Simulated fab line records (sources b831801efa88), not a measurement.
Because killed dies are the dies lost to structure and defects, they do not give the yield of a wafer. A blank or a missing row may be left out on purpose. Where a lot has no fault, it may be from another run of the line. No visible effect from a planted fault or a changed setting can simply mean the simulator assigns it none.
fab line records	flow sky130
[record] lots = 7	wafers = 18	last_day = 50
route steps=708 shown METAL1@446 VIA1@458 PAD_OPEN@708
lots untouched by any fault: they come from a run of this same line in which no faults occurred
start_h: hours from the record's opening day to when the first of the lot's shown wafers began	wait_h: hours elapsed since this lot's preceding step	" unchanged from the row above	L1.1+2: a single row standing in for several wafers	- no value present, or no start provided	* or withheld: withheld	< > ~ a bound
route shown NAME@n: names a module that has steps shown in the file, with the first one's number in the route	usual: average and standard deviation across the fault-free wafers	same: alike in all rows	chamber/n: place in a boat	sites: each site's reading	_std_site: their standard deviation	_edge_site: outer sites' mean less inner sites'	radius_mm: how far each site lies from the wafer's centre	mask NAME#n: copy n	behind: the last tool/chamber to shape the wafer	hold: the reason the lot was held/the length of the hold in hours/how it ended	device: names the non-switching transistor (n, p or np)	end of line: the tests these same wafers got at the end of their route	a step with no rows: only its recipe	killed: at the first sort, the dies lost to defects and structure; wafer yield is something else	map: a wafer's dies, marking killed ones x, the rest . and places with no die _
set.NAME: the setting as run; set.NAME@STEP: as run at that earlier step	model.NAME: the simulator's own value behind a step, which no gauge read
lots seen at some steps along the route; tables by step, rows by wafer
services: a tool's chamber out of use, with start hour (start_h, from the record's first day; less than 0 if before it), hours out, and reason
[[steps]]
[step SKY_METAL1_EXPOSE_12]
[recipe] mask_id = MM1	na = 0.8	source_shape = annular	sigma_inner = 0.55	sigma_outer = 0.85	target_cd_nm = 140	dose_mj = 28
[step SKY_METAL1_PEB_13]
[recipe] peb_temp_c = withheld	peb_time_s = withheld	resist = KrF-thick
[step SKY_METAL1_DEVELOP_14]
[recipe] develop_time_s = 60	resist = KrF-thick	dev_temp_c = 21
[step SKY_METAL1_CD_MEAS_15]
[recipe] target_cd_nm = 140
[usual] cd_nm = 140.1/1.5
lot.wafer	tool	chamber	start_h	wait_h	cd_nm
L337.4	cd_sem-01	-	762.98	-	142.6
L337.5	"	-	"	"	141.5
L337.6	"	-	"	"	141.4
L341.1	cd_sem-02	-	821.76	-	140.5
L341.4	"	-	"	"	139.9
L341.6	"	-	"	"	139.1
L346.1	cd_sem-01	-	844.67	-	138.8
L346.2	"	-	"	"	139.0
L346.6	"	-	"	"	137.7
L348.1	cd_sem-02	-	855.70	-	140.0
L348.3	"	-	"	"	141.4
L348.4	"	-	"	"	140.6
L356.2	cd_sem-02	-	915.37	-	141.5
L356.5	"	-	"	"	141.4
L357.4	cd_sem-02	-	919.96	-	139.9
L357.5	"	-	"	"	141.1
L358.3	cd_sem-01	-	931.35	-	138.0
L358.5	"	-	"	"	139.8
[step SKY_METAL1_OVL_MEAS_16]
[usual] METAL1_OVL = 1/6.8
lot.wafer	tool	chamber	start_h	wait_h	METAL1_OVL[nm]
L337.4	overlay-01	-	763.06	0.1	-2
L337.5	"	-	"	"	5
L337.6	"	-	"	"	4
L341.1	overlay-02	-	821.88	0.1	-1
L341.4	"	-	"	"	-1
L341.6	"	-	"	"	-4
L346.1	overlay-02	-	844.79	0.1	0
L346.2	"	-	"	"	1
L346.6	"	-	"	"	2
L348.1	overlay-02	-	855.82	0.1	-8
L348.3	"	-	"	"	-6
L348.4	"	-	"	"	-11
L356.2	overlay-02	-	915.48	0.1	15
L356.5	"	-	"	"	20
L357.4	overlay-02	-	920.04	0.1	9
L357.5	"	-	"	"	10
L358.3	overlay-02	-	931.45	0.1	8
L358.5	"	-	"	"	9
[step SKY_METAL1_DESCUM_17]
[recipe] chemistry = O2	source_power_w = 150	bias_power_w = 0	pressure_mtorr = 10	temp_c = 40	time_s = 8
[usual] drypump_motor_current_A = 5.3/0.46	oes_product_au = 0.997/0.009
[same] bias_power_w = 0
lot.wafer	tool	chamber	start_h	wait_h	drypump_motor_current_A	oes_product_au	rf_hours_counter_h
L337.4	rie_metal-04	1	763.09	0.0	5.1	0.999	-
L337.5	"	1	"	"	5.1	0.998	-
L337.6	"	0	"	"	6.3	1.008	-
L341.1	rie_metal-01	1	821.92	0.0	5.3	0.992	2
L341.4	"	0	"	"	5.2	1.000	-
L341.6	"	0	"	"	5.2	0.990	-
L346.1	rie_metal-03	1	844.83	0.0	4.7	0.990	4
L346.2	"	0	"	"	5.3	1.005	15
L346.6	"	1	"	"	4.6	1.002	-
L348.1	rie_metal-04	0	855.85	0.0	6.2	1.007	9
L348.3	"	0	"	"	6.3	1.001	-
L348.4	"	1	"	"	5.1	0.997	-
L356.2	rie_metal-04	0	915.51	0.0	6.3	1.010	12
L356.5	"	0	"	"	6.2	1.009	-
L357.4	rie_metal-03	1	920.07	0.0	4.7	0.996	-
L357.5	"	1	"	"	4.7	0.987	-
L358.3	rie_metal-03	1	931.48	0.0	4.6	0.995	-
L358.5	"	1	"	"	4.6	1.007	-
[step SKY_METAL1_ETCH_18]
[recipe] chemistry = N2/H2	target = BARC	ion_energy_ev = 200	bias_w = 100	pressure_mtorr = 30	n2_flow_sccm = 100	h2_flow_sccm = 200	icp_w = 500	stop_on = SiO2	time_s = 45.9	target_depth_a = 600
[usual] drypump_motor_current_A = 5.3/0.46	oes_product_au = 0.854/0.0046	throttle_valve_pct = 13.225/0.0082
lot.wafer	tool	chamber	start_h	wait_h	drypump_motor_current_A	oes_product_au	rf_hours_counter_h	throttle_valve_pct
L337.4	rie_metal-04	1	763.13	0.0	5.1	0.855	-	13.219
L337.5	"	1	"	"	5.1	0.851	-	13.226
L337.6	"	0	"	"	6.3	0.845	-	13.217
L341.1	rie_metal-01	1	821.95	0.0	5.4	0.856	2	13.230
L341.4	"	0	"	"	5.2	0.847	-	13.231
L341.6	"	0	"	"	5.2	0.858	-	13.228
L346.1	rie_metal-03	1	844.86	0.0	4.7	0.852	4	13.220
L346.2	"	0	"	"	5.3	0.858	15	13.240
L346.6	"	1	"	"	4.7	0.853	-	13.233
L348.1	rie_metal-04	0	855.89	0.0	6.2	0.853	9	13.239
L348.3	"	0	"	"	6.3	0.850	-	13.214
L348.4	"	1	"	"	5.1	0.854	-	13.227
L356.2	rie_metal-04	0	915.54	0.0	6.3	0.854	12	13.214
L356.5	"	0	"	"	6.3	0.857	-	13.226
L357.4	rie_metal-03	1	920.11	0.0	4.7	0.854	-	13.225
L357.5	"	1	"	"	4.7	0.847	-	13.244
L358.3	rie_metal-03	1	931.52	0.0	4.6	0.861	-	13.222
L358.5	"	1	"	"	4.7	0.861	-	13.222
[step SKY_METAL1_METAL_ETCH_19]
[recipe] target_depth_a = 3600	stop_on = SiO2	over_etch_frac = 0.3	time_s = 78	chemistry = Cl2/BCl3	resist_sidewall_deg = 88	pressure_mtorr = 10	icp_w = 900	bias_w = 48.5	Cl2_flow_sccm = 60	bcl3_flow_sccm = 30
[usual] drypump_motor_current_A = 5.3/0.46	oes_product_au = 0.854/0.006	throttle_valve_pct = 22.264/0.0096
lot.wafer	tool	chamber	start_h	wait_h	drypump_motor_current_A	oes_product_au	rf_hours_counter_h	throttle_valve_pct
L337.4	rie_metal-04	1	763.20	0.1	5.1	0.865	-	22.269
L337.5	"	1	"	"	5.1	0.857	-	22.259
L337.6	"	0	"	"	6.3	0.854	-	22.252
L341.1	rie_metal-01	1	822.01	0.0	5.4	0.860	2	22.266
L341.4	"	0	"	"	5.2	0.854	-	22.289
L341.6	"	0	"	"	5.2	0.853	-	22.275
L346.1	rie_metal-03	1	844.92	0.0	4.7	0.855	4	22.267
L346.2	"	0	"	"	5.2	0.850	15	22.259
L346.6	"	1	"	"	4.7	0.861	-	22.265
L348.1	rie_metal-04	0	855.95	0.0	6.3	0.856	10	22.252
L348.3	"	0	"	"	6.3	0.851	-	22.269
L348.4	"	1	"	"	5.1	0.853	-	22.260
L356.2	rie_metal-04	0	915.60	0.0	6.2	0.851	12	22.274
L356.5	"	0	"	"	6.2	0.844	-	22.287
L357.4	rie_metal-03	1	920.18	0.1	4.7	0.855	-	22.270
L357.5	"	1	"	"	4.7	0.850	-	22.264
L358.3	rie_metal-03	1	931.59	0.1	4.7	0.845	-	22.270
L358.5	"	1	"	"	4.7	0.855	-	22.266
[step SKY_METAL1_STRIP_20]
[recipe] chemistry = O2/N2	power_w = 1400	pressure_mtorr = 1500	platen_temp_c = withheld	o2_flow_sccm = 3000	n2_flow_sccm = 300	overash_fraction = 0.5
[usual] drypump_motor_current_A = 5.4/0.31	oes_product_au = 0.344/0.0049	strip_time_to_endpoint_s = 2.71/0.037
lot.wafer	tool	chamber	start_h	wait_h	drypump_motor_current_A	oes_product_au	rf_hours_counter_h	strip_time_to_endpoint_s
L337.4	plasma_asher-04	1	763.30	0.1	5.9	0.343	-	2.66
L337.5	"	1	"	"	5.8	0.342	-	2.69
L337.6	"	0	"	"	5.1	0.349	-	2.68
L341.1	plasma_asher-03	1	822.10	0.1	5.2	0.337	69	2.72
L341.4	"	1	"	"	5.2	0.335	-	2.69
L341.6	"	0	"	"	5.3	0.349	-	2.71
L346.1	plasma_asher-03	1	845.01	0.1	5.2	0.337	72	2.75
L346.2	"	0	"	"	5.3	0.350	72	2.72
L346.6	"	1	"	"	5.2	0.350	-	2.76
L348.1	plasma_asher-03	0	856.04	0.1	5.3	0.353	73	2.70
L348.3	"	0	"	"	5.3	0.349	-	2.67
L348.4	"	1	"	"	5.3	0.344	-	2.72
L356.2	plasma_asher-03	1	915.69	0.1	5.2	0.345	79	2.65
L356.5	"	1	"	"	5.2	0.340	-	2.69
L357.4	plasma_asher-04	1	920.27	0.1	5.8	0.341	-	2.72
L357.5	"	0	"	"	5.1	0.342	-	2.71
L358.3	plasma_asher-03	0	931.69	0.1	5.3	0.344	-	2.72
L358.5	"	1	"	"	5.2	0.347	-	2.70
[step SKY_METAL1_STRIP_21]
[recipe] chemistry = post_etch_residue_remover	time_s = 1200	temp_c = 72.5
[step SKY_METAL1_CLEAN_22]
[recipe] chemistry = IPA	time_s = 180	temp_c = 25
[step SKY_METAL1_CLEAN_23]
[recipe] chemistry = O3/DIW	dry = n2_spin
[step SKY_VIA1_HDPCVD_00]
[recipe] material = SiO2	target_thk_nm = 1030	sigma_open_frac = 0.3	time_s = 171.7	temp_c = 400	sih4_flow_sccm = 60	pressure_mtorr = 6
[usual] run_length_s = 199.4/0.38
lot.wafer	tool	chamber	start_h	wait_h	run_length_s	model.SiO2_of_VIA1_HDPCVD_00.thk_nm
L337.4	hdpcvd-01	2	763.92	0.1	199.9	1024
L337.5	"	1	"	"	199.3	1035
L337.6	"	0	"	"	199.8	1037
L341.1	hdpcvd-02	0	822.70	0.0	198.8	1014
L341.4	"	1	"	"	199.4	1014
L341.6	"	2	"	"	199.5	1026
L346.1	hdpcvd-01	1	845.61	0.0	198.9	1012
L346.2	"	0	"	"	198.9	1027
L346.6	"	1	"	"	199.5	1018
L348.1	hdpcvd-02	2	856.66	0.0	199.9	1060
L348.3	"	0	"	"	199.1	1035
L348.4	"	2	"	"	200.4	1040
L356.2	hdpcvd-02	0	916.28	0.0	199.2	1031
L356.5	"	1	"	"	186.2	939.7
L357.4	hdpcvd-02	0	920.90	0.1	198.7	1019
L357.5	"	2	"	"	186.7	961.5
L358.3	hdpcvd-02	0	932.25	0.0	185.9	964.1
L358.5	"	2	"	"	186.9	961.1
[step SKY_VIA1_THK_MEAS_01]
[recipe] reads = SiO2_of_VIA1_HDPCVD_00
[usual] VIA1_HDPCVD_THK = 1026/13
lot.wafer	tool	chamber	start_h	wait_h	VIA1_HDPCVD_THK[nm]
L337.4	film_metro-01	-	764.00	0.0	1023
L337.5	"	-	"	"	1036
L337.6	"	-	"	"	1037
L341.1	film_metro-02	-	822.82	0.1	1013
L341.4	"	-	"	"	1014
L341.6	"	-	"	"	1026
L346.1	film_metro-03	-	845.72	0.1	1012
L346.2	"	-	"	"	1027
L346.6	"	-	"	"	1018
L348.1	film_metro-02	-	856.77	0.1	1060
L348.3	"	-	"	"	1035
L348.4	"	-	"	"	1040
L356.2	film_metro-01	-	916.40	0.1	1032
L356.5	"	-	"	"	940
L357.4	film_metro-01	-	920.98	0.0	1018
L357.5	"	-	"	"	961
L358.3	film_metro-03	-	932.38	0.1	964
L358.5	"	-	"	"	961
[step SKY_VIA1_CMP_02]
[recipe] material = SiO2	down_force_psi = 4	platen_rpm = 60	pad_velocity_m_s = 0.94248
[usual] motor_current_A = 11.4/1.1
lot.wafer	tool	chamber	start_h	wait_h	motor_current_A
L337.4	cmp-01	2	764.08	0.1	10.3
L337.6	"	1	"	"	11.5
L337.5	"	2	"	"	10.6
L341.4	cmp-01	2	823.15	0.3	10.2
L341.1	"	0	"	"	13.2
L341.6	"	1	"	"	12.0
L346.2	cmp-01	0	845.78	0.0	13.3
L346.1	"	1	"	"	11.8
L346.6	"	1	"	"	11.5
L348.3	cmp-02	1	856.83	0.0	12.6
L348.4	"	2	"	"	9.1
L348.1	"	3	"	"	10.2
L356.2	cmp-01	0	916.60	0.2	12.2
L356.5	"	2	"	"	9.8
L357.4	cmp-01	0	921.16	0.2	12.9
L357.5	"	1	"	"	11.7
L358.3	cmp-02	0	932.47	0.1	12.9
L358.5	"	3	"	"	10.5
[step SKY_PAD_OPEN_PROBE_99]
[usual] defect_limited_yield = 82.6/1.8	killed_at_M0_to_M3 = 43/6.6	killed_at_M4_up = 2.9/1.6	killed_at_contacts = 24/4.9	killed_at_front_end = 15/4.5	killed_at_other = 0.2/0.45	killed_dies = 86/8.8	killed_open = 48/6.4	killed_short = 38/5.6	sort_bin_3_pad_short = 0.8/0.38	sort_bin_5_function = 10.2/1.4	sort_bin_6_memory = 6.4/1.1	sort_n_pass = 406/8.8	sort_yield_pct = 82.6/1.8
[same] gross_dies = 492	killed_at_back_side = 0	sort_bin_4_leakage[%] = 0	sort_bin_8_speed[%] = 0
lot.wafer	tool	chamber	start_h	wait_h	defect_limited_yield[%]	killed_at_M0_to_M3	killed_at_M4_up	killed_at_contacts	killed_at_front_end	killed_at_other	killed_dies	killed_open	killed_short	sort_bin_3_pad_short[%]	sort_bin_5_function[%]	sort_bin_6_memory[%]	sort_n_pass	sort_yield_pct[%]
L341.1	prober-01	-	1124.74	0.1	85.2	41	2	20	10	0	73	47	26	1.0	7.9	5.9	419	85.2
L341.4	prober-01	-	1124.89	0.2	82.3	50	2	26	9	0	87	50	37	0.8	10.2	6.7	405	82.3
L341.6	prober-01	-	1124.99	0.2	82.5	37	5	31	12	1	86	59	27	0.6	8.9	7.9	406	82.5
// killed by level:class
L341.1 LI_CONTACT:geometric_particle:open=8 VIA1:geometric_particle:open=8 VIA2:geometric_particle:open=8 CONTACT:geometric_particle:open=7 VIA3:geometric_particle:open=6 POLY_GATE:geometric_particle:short=4 METAL2:geometric_particle:short=4 VIA2:geometric_particle:short=4
L341.4 LI_CONTACT:geometric_particle:open=10 VIA1:geometric_particle:open=10 VIA1:geometric_particle:short=8 CONTACT:geometric_particle:open=7 VIA3:geometric_particle:open=7 VIA2:geometric_particle:open=7 METAL2:geometric_particle:short=5 VIA2:geometric_particle:short=4
L341.6 CONTACT:geometric_particle:open=12 VIA1:geometric_particle:open=11 LI_CONTACT:geometric_particle:open=10 VIA3:geometric_particle:open=7 CONTACT:geometric_particle:short=5 VIA2:geometric_particle:open=5 POLY_GATE:geometric_particle:open=4 LOCAL_INTERCONNECT:geometric_particle:short=4
[[services]]
tool	chamber	start_h	hours	kind
cmp-01	-	744.00	4.0	pm
rie_metal-03	1	745.79	21.2	repair
cmp-01	-	748.00	-	consumable_replace:conditioner
cmp-01	-	748.00	-	consumable_replace:pad
rie_metal-01	0	751.15	3.6	repair
hdpcvd-02	-	761.63	1.4	repair
hdpcvd-02	-	763.69	6.0	pm
cmp-01	-	766.01	3.7	pm
rie_metal-03	-	773.86	1.3	repair
rie_metal-04	-	782.70	0.9	repair
cmp-02	-	805.09	4.1	repair
cmp-02	-	811.65	0.3	repair
cmp-02	-	820.57	6.8	repair
cmp-02	-	834.81	2.2	repair
hdpcvd-02	2	837.07	13.6	repair
rie_metal-04	0	840.16	5.6	repair
hdpcvd-01	-	842.22	1.7	repair
rie_metal-01	1	886.97	13.6	repair
cmp-02	-	912.13	4.0	pm
cmp-02	-	916.07	0.6	repair
hdpcvd-01	-	920.50	14.6	pm
rie_metal-03	0	921.73	4.9	repair
rie_metal-03	0	927.25	2.4	repair
rie_metal-04	-	929.45	5.5	repair
[[key]]
[first_sign] step = SKY_VIA1_HDPCVD_00	reading = run_length_s	direction = down	sigmas = 34	usual = *	struck = *
[effect] step = SKY_VIA1_THK_MEAS_01	reading = VIA1_HDPCVD_THK	direction = down	sigmas = 5.5	usual = 1026	struck = 957
[model_effect] step = SKY_VIA1_HDPCVD_00	value = SiO2_of_VIA1_HDPCVD_00.thk_nm	without = 1034	struck = 956.6
met_at SKY_VIA1_HDPCVD_00
struck_wafers L356.5,L357.5,L358.3,L358.5
onset_between 856.66 916.28
[fault] kind = process_parameter_drift	tool = hdpcvd-02	chamber = -	onset_h = 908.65	steps = SKY_VIA1_HDPCVD_00	channel = time_s	offset = *	shape = step	end_h = 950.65	scope = struck_wafers_only	acts_in = *	stated = *
